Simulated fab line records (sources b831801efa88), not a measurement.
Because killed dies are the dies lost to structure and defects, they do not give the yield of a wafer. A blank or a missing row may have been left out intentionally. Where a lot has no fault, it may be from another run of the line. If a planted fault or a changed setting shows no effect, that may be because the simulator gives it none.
Which tool did it? / flow sky130 / 12 lots with 36 wafers sampled at 5 steps, on a route of 708 steps

## WHAT THE GAUGES READ, wafer by wafer
SKY_FIELD_ISO_CD_MEAS_13: target cd 150 nm. Usual: cd nm at 149.9 nm, with a standard deviation of 1.7.
lot=L744; measured=day 2 14:25; on=cd sem-02; cd nm (nm)=148.4 150.3 150.5; flag=
lot=L745; measured=day 2 19:24; on=cd sem-02; cd nm (nm)=147.7 146.0 146.8; flag=
lot=L748; measured=day 3 11:52; on=cd sem-01; cd nm (nm)=149.8 149.9 150.3; flag=
lot=L749; measured=day 3 18:02; on=cd sem-01; cd nm (nm)=148.5 151.2 149.5; flag=
lot=L750; measured=day 3 22:07; on=cd sem-02; cd nm (nm)=149.6 149.1 150.3; flag=
lot=L751; measured=day 4 02:56; on=cd sem-02; cd nm (nm)=149.5 148.6 150.3; flag=
lot=L752; measured=day 4 07:23; on=cd sem-02; cd nm (nm)=150.4 151.4 149.2; flag=
lot=L753; measured=day 4 15:51; on=cd sem-01; cd nm (nm)=153.1 153.7 153.3; flag=
lot=L761; measured=day 6 07:52; on=cd sem-02; cd nm (nm)=150.1 150.2 149.1; flag=
lot=L762; measured=day 6 13:40; on=cd sem-02; cd nm (nm)=153.0 151.2 150.9; flag=
lot=L764; measured=day 7 00:08; on=cd sem-02; cd nm (nm)=150.8 150.7 149.8; flag=
lot=L765; measured=day 7 04:49; on=cd sem-02; cd nm (nm)=150.6 149.6 149.8; flag=

SKY_VT_ADJUST_NCORE_TW_MEAS_11. Usual: VT_ADJUST_NCORE_TW 219.5, standard deviation 1.2.
lot=L744; measured=day 9 02:49; on=film metro-04; VT_ADJUST_NCORE_TW=221.8 221.4 221.7; flag=
lot=L745; measured=day 9 10:06; on=film metro-04; VT_ADJUST_NCORE_TW=222.3 222.2 221.4; flag=
lot=L748; measured=day 10 10:25; on=film metro-02; VT_ADJUST_NCORE_TW=218.7 216.2 217.7; flag=
lot=L749; measured=day 10 16:31; on=film metro-01; VT_ADJUST_NCORE_TW=218.4 221.2 220.0; flag=
lot=L750; measured=day 10 22:13; on=film metro-01; VT_ADJUST_NCORE_TW=218.4 218.6 218.8; flag=
lot=L751; measured=day 11 03:23; on=film metro-01; VT_ADJUST_NCORE_TW=218.8 219.9 219.3; flag=
lot=L752; measured=day 11 08:50; on=film metro-01; VT_ADJUST_NCORE_TW=218.2 218.4 218.9; flag=
lot=L753; measured=day 11 23:24; on=film metro-04; VT_ADJUST_NCORE_TW=219.5 219.4 221.1; flag=
lot=L761; measured=day 14 02:52; on=film metro-02; VT_ADJUST_NCORE_TW=219.2 217.2 218.5; flag=
lot=L762; measured=day 14 13:31; on=film metro-04; VT_ADJUST_NCORE_TW=222.0 221.8 221.1; flag=
lot=L764; measured=day 15 01:46; on=film metro-01; VT_ADJUST_NCORE_TW=220.1 221.1 218.7; flag=
lot=L765; measured=day 15 07:33; on=film metro-02; VT_ADJUST_NCORE_TW=218.0 218.6 218.5; flag=

SKY_SONOS_ONO_THK_MEAS_05. Usual: SONOS_ONO_CVD_04_THK 5.68 nm, standard deviation 0.085.
lot=L744; measured=day 12 04:10; on=film metro-01; SONOS_ONO_CVD_04_THK (nm)=5.78 5.74 5.80; flag=
lot=L745; measured=day 12 11:28; on=film metro-01; SONOS_ONO_CVD_04_THK (nm)=5.74 5.58 5.57; flag=
lot=L748; measured=day 13 23:19; on=film metro-01; SONOS_ONO_CVD_04_THK (nm)=5.74 5.72 5.81; flag=
lot=L749; measured=day 13 23:19; on=film metro-04; SONOS_ONO_CVD_04_THK (nm)=5.62 5.76 5.77; flag=
lot=L750; measured=day 14 10:56; on=film metro-01; SONOS_ONO_CVD_04_THK (nm)=6.34 6.47 6.39; flag=OFF
lot=L751; measured=day 14 16:30; on=film metro-01; SONOS_ONO_CVD_04_THK (nm)=6.32 6.28 6.33; flag=OFF
lot=L752; measured=day 14 16:29; on=film metro-02; SONOS_ONO_CVD_04_THK (nm)=6.47 6.47 6.54; flag=OFF
lot=L753; measured=day 15 08:36; on=film metro-02; SONOS_ONO_CVD_04_THK (nm)=6.26 6.37 6.32; flag=OFF
lot=L761; measured=day 17 17:40; on=film metro-04; SONOS_ONO_CVD_04_THK (nm)=5.52 5.59 5.59; flag=
lot=L762; measured=day 18 05:35; on=film metro-01; SONOS_ONO_CVD_04_THK (nm)=5.70 5.69 5.67; flag=
lot=L764; measured=day 18 19:59; on=film metro-04; SONOS_ONO_CVD_04_THK (nm)=5.71 5.79 5.72; flag=
lot=L765; measured=day 19 01:41; on=film metro-01; SONOS_ONO_CVD_04_THK (nm)=5.68 5.51 5.56; flag=

## WHAT TOOL EACH LOT RAN ON (gives the tool, then ch and the chambers of the sampled wafers, and finally the start)
lot=L744; SKY_DNWELL_STRIP_08=plasma asher-01 ch 0,1, day 3 13:01; SKY_SONOS_ONO_CVD_04=lpcvd-03 ch 1, day 12 02:54
lot=L745; SKY_DNWELL_STRIP_08=plasma asher-02 ch 0,1, day 3 19:03; SKY_SONOS_ONO_CVD_04=lpcvd-03 ch 0, day 12 10:13
lot=L748; SKY_DNWELL_STRIP_08=plasma asher-02 ch 0,1, day 4 12:51; SKY_SONOS_ONO_CVD_04=lpcvd-03 ch 0, day 13 22:04
lot=L749; SKY_DNWELL_STRIP_08=plasma asher-04 ch 0,1, day 4 19:40; SKY_SONOS_ONO_CVD_04=lpcvd-03 ch 0, day 13 22:04
lot=L750; SKY_DNWELL_STRIP_08=plasma asher-02 ch 0,1, day 4 23:18; SKY_SONOS_ONO_CVD_04=lpcvd-03 ch 0, day 14 09:41
lot=L751; SKY_DNWELL_STRIP_08=plasma asher-01 ch 0,1, day 5 04:30; SKY_SONOS_ONO_CVD_04=lpcvd-03 ch 0, day 14 15:13
lot=L752; SKY_DNWELL_STRIP_08=plasma asher-04 ch 0,1, day 5 07:35; SKY_SONOS_ONO_CVD_04=lpcvd-03 ch 1, day 14 15:13
lot=L753; SKY_DNWELL_STRIP_08=plasma asher-04 ch 0,1, day 5 18:58; SKY_SONOS_ONO_CVD_04=lpcvd-03 ch 0, day 15 06:43
lot=L761; SKY_DNWELL_STRIP_08=plasma asher-04 ch 0,1, day 7 09:19; SKY_SONOS_ONO_CVD_04=lpcvd-03 ch 0, day 17 16:24
lot=L762; SKY_DNWELL_STRIP_08=plasma asher-01 ch 0,1, day 7 19:39; SKY_SONOS_ONO_CVD_04=lpcvd-03 ch 1, day 18 04:20
lot=L764; SKY_DNWELL_STRIP_08=plasma asher-02 ch 0,1, day 8 04:39; SKY_SONOS_ONO_CVD_04=lpcvd-03 ch 1, day 18 18:43
lot=L765; SKY_DNWELL_STRIP_08=plasma asher-02 ch 0,1, day 8 07:57; SKY_SONOS_ONO_CVD_04=lpcvd-03 ch 0, day 19 00:26
- SKY_DNWELL_STRIP_08: strips in O2/N2.
- SKY_SONOS_ONO_CVD_04: deposits SiO2 from SiH4/N2O, target thk 5.7199 nm.

## WHAT THE TOOLS THEMSELVES READ (means of the sampled wafers that have a number; where no wafer has one, the mark that the record gives instead)
SKY_DNWELL_STRIP_08. Usual: drypump motor current A 5.4 A, standard deviation 0.39; oes product au 0.723 a.u., standard deviation 0.004; strip time to endpoint s 36.90 s, standard deviation 0.1.
lot=L744; tool=plasma asher-01; drypump motor current A (A)=5.5; oes product au (a.u.)=0.725; strip time to endpoint s (s)=37.04; flag=
lot=L745; tool=plasma asher-02; drypump motor current A (A)=5.1; oes product au (a.u.)=0.725; strip time to endpoint s (s)=36.94; flag=
lot=L748; tool=plasma asher-02; drypump motor current A (A)=5.4; oes product au (a.u.)=0.725; strip time to endpoint s (s)=36.86; flag=
lot=L749; tool=plasma asher-04; drypump motor current A (A)=5.3; oes product au (a.u.)=0.724; strip time to endpoint s (s)=37.01; flag=
lot=L750; tool=plasma asher-02; drypump motor current A (A)=5.5; oes product au (a.u.)=0.725; strip time to endpoint s (s)=36.78; flag=
lot=L751; tool=plasma asher-01; drypump motor current A (A)=5.5; oes product au (a.u.)=0.719; strip time to endpoint s (s)=36.87; flag=
lot=L752; tool=plasma asher-04; drypump motor current A (A)=5.4; oes product au (a.u.)=0.722; strip time to endpoint s (s)=36.78; flag=
lot=L753; tool=plasma asher-04; drypump motor current A (A)=5.4; oes product au (a.u.)=0.723; strip time to endpoint s (s)=36.99; flag=
lot=L761; tool=plasma asher-04; drypump motor current A (A)=5.4; oes product au (a.u.)=0.718; strip time to endpoint s (s)=36.80; flag=
lot=L762; tool=plasma asher-01; drypump motor current A (A)=5.5; oes product au (a.u.)=0.721; strip time to endpoint s (s)=36.78; flag=
lot=L764; tool=plasma asher-02; drypump motor current A (A)=5.1; oes product au (a.u.)=0.724; strip time to endpoint s (s)=36.96; flag=
lot=L765; tool=plasma asher-02; drypump motor current A (A)=5.5; oes product au (a.u.)=0.720; strip time to endpoint s (s)=36.95; flag=

SKY_SONOS_ONO_CVD_04. Usual: pressure mtorr is 400.2 mTorr with standard deviation 0.81, spike tc bottom C is 918.0 C with standard deviation 2.8, spike tc centre C is 901.5 C with standard deviation 1.2, spike tc lower C is 901.2 C with standard deviation 1.1, spike tc top C is 915.7 C with standard deviation 1.3, spike tc upper C is 901.5 C with standard deviation 1.1, and susceptor temp C is 900.0 C with standard deviation 0.38.
lot=L744; tool=lpcvd-03; pressure mtorr (mTorr)=400.1; spike tc bottom C (C)=915.0; spike tc centre C (C)=902.1; spike tc lower C (C)=900.0; spike tc top C (C)=915.0; spike tc upper C (C)=902.7; susceptor temp C (C)=899.6; flag=
lot=L745; tool=lpcvd-03; pressure mtorr (mTorr)=399.6; spike tc bottom C (C)=920.9; spike tc centre C (C)=901.7; spike tc lower C (C)=901.6; spike tc top C (C)=916.9; spike tc upper C (C)=900.6; susceptor temp C (C)=900.2; flag=
lot=L748; tool=lpcvd-03; pressure mtorr (mTorr)=399.6; spike tc bottom C (C)=920.5; spike tc centre C (C)=902.0; spike tc lower C (C)=902.0; spike tc top C (C)=916.4; spike tc upper C (C)=900.4; susceptor temp C (C)=900.1; flag=
lot=L749; tool=lpcvd-03; pressure mtorr (mTorr)=400.1; spike tc bottom C (C)=920.8; spike tc centre C (C)=902.8; spike tc lower C (C)=902.1; spike tc top C (C)=917.1; spike tc upper C (C)=900.8; susceptor temp C (C)=900.3; flag=
lot=L750; tool=lpcvd-03; pressure mtorr (mTorr)=400.3; spike tc bottom C (C)=926.3; spike tc centre C (C)=909.4; spike tc lower C (C)=908.9; spike tc top C (C)=923.7; spike tc upper C (C)=908.3; susceptor temp C (C)=907.3; flag=OFF
lot=L751; tool=lpcvd-03; pressure mtorr (mTorr)=399.7; spike tc bottom C (C)=927.1; spike tc centre C (C)=908.9; spike tc lower C (C)=910.2; spike tc top C (C)=923.0; spike tc upper C (C)=908.2; susceptor temp C (C)=907.1; flag=OFF
lot=L752; tool=lpcvd-03; pressure mtorr (mTorr)=400.0; spike tc bottom C (C)=923.0; spike tc centre C (C)=908.6; spike tc lower C (C)=906.3; spike tc top C (C)=923.0; spike tc upper C (C)=909.2; susceptor temp C (C)=907.0; flag=OFF
lot=L753; tool=lpcvd-03; pressure mtorr (mTorr)=400.9; spike tc bottom C (C)=927.3; spike tc centre C (C)=909.5; spike tc lower C (C)=909.1; spike tc top C (C)=924.2; spike tc upper C (C)=908.1; susceptor temp C (C)=907.1; flag=OFF
lot=L761; tool=lpcvd-03; pressure mtorr (mTorr)=400.7; spike tc bottom C (C)=920.1; spike tc centre C (C)=901.7; spike tc lower C (C)=901.8; spike tc top C (C)=916.5; spike tc upper C (C)=900.3; susceptor temp C (C)=899.8; flag=
lot=L762; tool=lpcvd-03; pressure mtorr (mTorr)=400.8; spike tc bottom C (C)=915.5; spike tc centre C (C)=900.1; spike tc lower C (C)=900.5; spike tc top C (C)=915.1; spike tc upper C (C)=901.9; susceptor temp C (C)=900.0; flag=
lot=L764; tool=lpcvd-03; pressure mtorr (mTorr)=399.3; spike tc bottom C (C)=914.4; spike tc centre C (C)=901.4; spike tc lower C (C)=901.8; spike tc top C (C)=914.6; spike tc upper C (C)=902.6; susceptor temp C (C)=900.1; flag=
lot=L765; tool=lpcvd-03; pressure mtorr (mTorr)=400.1; spike tc bottom C (C)=920.2; spike tc centre C (C)=903.3; spike tc lower C (C)=902.2; spike tc top C (C)=917.3; spike tc upper C (C)=901.5; susceptor temp C (C)=900.1; flag=

## THE ANSWER, worked out from the rows above alone
Rule: lot off if the mean of its wafers having a number is beyond 3 standard deviations from the usual mean. A lot without any number at a reading at which 4 lots or more have one is off too. Any other lot the step has rows for is counted as sound. After the gauges, taken in route order, come the tools' own readings; for these a lot's mean is taken, as printed above. The first step at which some lot is off is used, and at that step the reading that is off furthest; a lot without a number counts as furthest.
Off: L750, L751, L752, L753, seen at SKY_SONOS_ONO_THK_MEAS_05 (SONOS_ONO_CVD_04_THK).
A tool fits if, at a process step before that reading, it ran every lot that is off, and no sound lot after the first of them. Not tried: the gauges at SKY_SONOS_ONO_THK_MEAS_05; whatever is off there is also off at SKY_SONOS_ONO_CVD_04, on other tools, and gauge error can't account for it. Of those tried, none fits.

## WHAT WAS PUT IN BY THE SIMULATOR
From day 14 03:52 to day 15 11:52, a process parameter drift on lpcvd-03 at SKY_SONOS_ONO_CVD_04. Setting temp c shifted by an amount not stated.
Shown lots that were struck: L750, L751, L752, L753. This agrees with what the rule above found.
